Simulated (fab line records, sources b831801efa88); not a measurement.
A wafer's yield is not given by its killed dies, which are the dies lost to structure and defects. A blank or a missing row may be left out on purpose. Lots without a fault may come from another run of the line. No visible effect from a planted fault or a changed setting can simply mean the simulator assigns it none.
Struck lot and sound lot, side by side :: flow sky130 :: 42 out of 708 route steps
Sound: the wafers L861.2, L861.3, L861.5. Struck: wafers L869.2, L869.3, L869.4. The cause comes at the end.
At each step with rows: each side's tool, then ch and its chambers, then its first start. Under that, the readings that differ: sound wafers :: struck wafers :: difference of the means :: sigmas: that difference in standard deviations of wafers without a fault.
alike: readings whose means differ by less than 2 such deviations, and words and numbers that are the same on both sides. not compared: withheld readings, readings that some wafer has no value for, bounds like >300 that may hide the same value, and numbers for which the record gives no deviation and whose values overlap.
The two part at a step that has a row with sigmas, a row that says differs or no value, or rows on one side only. Non-overlapping numbers with no deviation appear without sigmas and do not part them. A reading missing from all wafers of one side parts the sides only when that side holds two or more wafers.

SKY_NWELL_RS_MEAS_31: measures by four-point-probe.
  sound on film_metro-04, day 5 13:08; struck on film_metro-04, day 7 15:26
  alike: PWDE_RS
then, 7 steps without rows for these wafers: SKY_VT_ADJUST_HVTP_DEHYDRATE_00 (time 60 s); SKY_VT_ADJUST_HVTP_HMDS_01 (prime time 62.78 s); SKY_VT_ADJUST_HVTP_COAT_02 (resist thk 1140 nm); SKY_VT_ADJUST_HVTP_SOFTBAKE_03 (time 60 s); SKY_VT_ADJUST_HVTP_EXPOSE_04 (exposes mask HVTPM, target cd 380 nm); SKY_VT_ADJUST_HVTP_PEB_05; SKY_VT_ADJUST_HVTP_DEVELOP_06 (develop time 58.02 s).
SKY_VT_ADJUST_HVTP_CD_MEAS_07: the cd target is 380 nm.
  sound on cd_sem-01, day 6 07:50; struck on cd_sem-02, day 8 11:41
  alike: cd_nm
SKY_VT_ADJUST_HVTP_OVL_MEAS_08:
  sound on overlay-02, day 6 07:57; struck on overlay-02, day 8 11:48
  alike: VT_ADJUST_HVTP_OVL
following that, these wafers have no rows for 1 step: SKY_VT_ADJUST_HVTP_IMPLANT_09.
SKY_VT_ADJUST_HVTP_STRIP_10: strips in O2/N2.
  sound on plasma_asher-01 ch 1, day 6 08:08; struck on plasma_asher-01 ch 0,1, day 8 11:59
  alike: drypump_motor_current_A, oes_product_au, strip_time_to_endpoint_s
  not compared: rf_hours_counter_h
SKY_VT_ADJUST_HVTP_TW_MEAS_11:
  sound on film_metro-01, day 6 08:14; struck on film_metro-04, day 8 12:05
  alike: VT_ADJUST_HVTP_TW
then, 7 steps without rows for these wafers: SKY_VT_ADJUST_LVTN_DEHYDRATE_00 (time 60 s); SKY_VT_ADJUST_LVTN_HMDS_01 (prime time 60 s); SKY_VT_ADJUST_LVTN_COAT_02 (resist thk 3000 nm); SKY_VT_ADJUST_LVTN_SOFTBAKE_03; SKY_VT_ADJUST_LVTN_EXPOSE_04 (exposes mask NWM COMPLEMENT LESS NATIVE, target cd 840 nm); SKY_VT_ADJUST_LVTN_PEB_05; SKY_VT_ADJUST_LVTN_DEVELOP_06 (develop time 60 s).
SKY_VT_ADJUST_LVTN_OVL_MEAS_07:
  sound on overlay-02, day 7 02:50; struck on overlay-02, day 9 09:47
reading: VT_ADJUST_LVTN_OVL (nm)
sound: -0.1 -2.0 -2.1
struck: 4.5 2.9 3.6
difference: +5.1
sigmas: +3
following that, these wafers have no rows for 1 step: SKY_VT_ADJUST_LVTN_IMPLANT_08.
SKY_VT_ADJUST_LVTN_STRIP_09: strips in O2/N2.
  sound on plasma_asher-03 ch 1, day 7 03:01; struck on plasma_asher-03 ch 0,1, day 9 09:58
  alike: drypump_motor_current_A, oes_product_au, strip_time_to_endpoint_s
  not compared: rf_hours_counter_h
SKY_VT_ADJUST_LVTN_TW_MEAS_10:
  sound on film_metro-01, day 7 03:07; struck on film_metro-01, day 9 10:04
  alike: VT_ADJUST_LVTN_TW
then, 7 steps without rows for these wafers: SKY_VT_ADJUST_LVTN_DEHYDRATE_11 (time 60 s); SKY_VT_ADJUST_LVTN_HMDS_12 (prime time 60 s); SKY_VT_ADJUST_LVTN_COAT_13 (resist thk 1140 nm); SKY_VT_ADJUST_LVTN_SOFTBAKE_14 (time 60 s); SKY_VT_ADJUST_LVTN_EXPOSE_15 (exposes mask HVN STD DERIVED, target cd 600 nm); SKY_VT_ADJUST_LVTN_PEB_16; SKY_VT_ADJUST_LVTN_DEVELOP_17 (develop time 60 s).
SKY_VT_ADJUST_LVTN_OVL_MEAS_18:
  sound on overlay-02, day 7 23:02; struck on overlay-01, day 10 08:26
  alike: VT_ADJUST_LVTN_01_OVL
following that, these wafers have no rows for 1 step: SKY_VT_ADJUST_LVTN_IMPLANT_19.
SKY_VT_ADJUST_LVTN_STRIP_20: strips in O2/N2.
  sound on plasma_asher-03 ch 0,1, day 7 23:13; struck on plasma_asher-02 ch 0,1, day 10 08:37
  alike: drypump_motor_current_A, oes_product_au, strip_time_to_endpoint_s
  not compared: rf_hours_counter_h
SKY_VT_ADJUST_LVTN_TW_MEAS_21:
  sound on film_metro-02, day 7 23:19; struck on film_metro-03, day 10 08:43
  alike: VT_ADJUST_LVTN_2_TW
then, 6 steps without rows for these wafers: SKY_VT_ADJUST_NCORE_DEHYDRATE_00 (time 60 s); SKY_VT_ADJUST_NCORE_HMDS_01 (prime time 60 s); SKY_VT_ADJUST_NCORE_COAT_02 (resist thk 1140 nm); SKY_VT_ADJUST_NCORE_SOFTBAKE_03 (time 60 s); SKY_VT_ADJUST_NCORE_EXPOSE_04 (exposes mask LVTN COMPLEMENT THIN, target cd 380 nm); SKY_VT_ADJUST_NCORE_PEB_05.
-- a jump in the record: the struck wafers' starts before and after are 38 days apart (it breaks off in module VT_ADJUST_NCORE and resumes in module PAD_OPEN, where the first step shown is number 708 of the route) --
SKY_PAD_OPEN_PROBE_99:
  sound on prober-02, day 46 01:16; struck on prober-01, day 47 23:12
reading: killed_at_front_end
sound: 16 13 7
struck: 22 30 26
difference: +14
sigmas: +3
  alike: killed_at_M0_to_M3, killed_at_M4_up, killed_at_contacts, killed_at_other, killed_dies, killed_open, killed_short

WHERE THEY PART
First at SKY_VT_ADJUST_LVTN_OVL_MEAS_07; last, within this record, at SKY_PAD_OPEN_PROBE_99.

WHY: what the simulator had put in
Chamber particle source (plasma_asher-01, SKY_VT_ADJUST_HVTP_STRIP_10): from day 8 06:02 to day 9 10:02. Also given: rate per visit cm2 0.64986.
